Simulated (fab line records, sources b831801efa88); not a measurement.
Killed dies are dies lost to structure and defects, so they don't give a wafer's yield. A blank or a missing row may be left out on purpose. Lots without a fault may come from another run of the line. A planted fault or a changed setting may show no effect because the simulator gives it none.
Problem report in the 8D (eight disciplines) form, filled by code | flow sky130 | the parts of the form that need people (team, actions taken, sign-off) are left out

1. THE PROBLEM
heater_power_total_W at SKY_VT_ADJUST_NCORE_SOFTBAKE_03 reads a mean of 62.25 W on 2 wafers of 2 lots; wafers without a fault read 56.59 W with a standard deviation of 0.047. That is +99 or more standard deviations from the usual mean.
The step: time 60 s.
First seen on wafer L781.2, day 12 18:36, on litho_track-03. The record holds 17 wafers of 6 lots with a number at this step. Rule for "out", or "out of limits": more than 4 standard deviations from the usual mean. The other wafers with a number count as sound.

2. WHAT IT IS AND WHAT IT IS NOT
question                    | is                                 | is not
which readings at this step | heater_power_total_W, run_length_s | -
which lots                  | L781, L784                         | L769, L773, L787, L788
which wafers of those lots  | L781.2, L784.6                     | L781.1, L781.3, L784.1
read on which tools         | litho_track-03                     | litho_track-01
when                        | from day 12 18:36                  | up to then (8 sound wafers); but 7 sound wafers of L784, L787, L788 came after

3. SUSPECTS, AND WHAT RULES EACH OUT
Counting: a tool at a process step up to the reading stays a suspect if it ran every lot that is out. Sound lots after the first of them don't rule it out here, since some wafers of a struck lot are sound.
- plasma_asher-01 at SKY_VT_ADJUST_LVTN_STRIP_20 (strips in O2/N2): kept. It ran every lot that is out, first L781 (day 12 06:38); its last sound lot up to then is L773 (day 9 20:50).
- litho_track-03 at SKY_VT_ADJUST_NCORE_SOFTBAKE_03 (time 60 s): kept. It ran every lot that is out, first L781 (day 12 18:36); its last sound lot up to then is L769 (day 9 06:30). Its own readings are out on those wafers: heater_power_total_W, run_length_s.
Left after counting: plasma_asher-01 at SKY_VT_ADJUST_LVTN_STRIP_20, litho_track-03 at SKY_VT_ADJUST_NCORE_SOFTBAKE_03.

4. THE CAUSE (what the simulator had put in)
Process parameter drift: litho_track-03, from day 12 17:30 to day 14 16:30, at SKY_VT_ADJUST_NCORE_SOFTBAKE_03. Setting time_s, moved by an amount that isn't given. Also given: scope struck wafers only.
Counting left 2 suspects, and this tool is among them.

5. THE CHAIN OF EFFECTS, in route order
Each row: a reading whose mean over the struck wafers that have a number lies more than 3 standard deviations from the usual. Only readings for which the record gives a usual standard deviation are gone through. hours: the time from each lot's start at the first step in this table that gives one to its start at this step, as a median over the lots. sigmas: the change in usual standard deviations.
hours | step                            | reading              | usual   | on struck wafers | change | sigmas
0     | SKY_VT_ADJUST_NCORE_SOFTBAKE_03 | heater_power_total_W | 56.59 W | 62.25            | +5.66  | +99 or more
0     | SKY_VT_ADJUST_NCORE_SOFTBAKE_03 | run_length_s         | 89.02 s | 74.29            | -14.73 | -99 or more
The process steps in it:
- SKY_VT_ADJUST_NCORE_SOFTBAKE_03: time 60 s.
Later measuring or inspecting steps at which every struck wafer that the step has a row for has a number for every such reading, and none has moved that far: SKY_VT_ADJUST_NCORE_CD_MEAS_07.

6. WHAT WOULD HAVE CAUGHT IT SOONER
In this record the first reading out of limits was taken at day 12 18:36, 1 hour after the fault began at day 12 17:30.
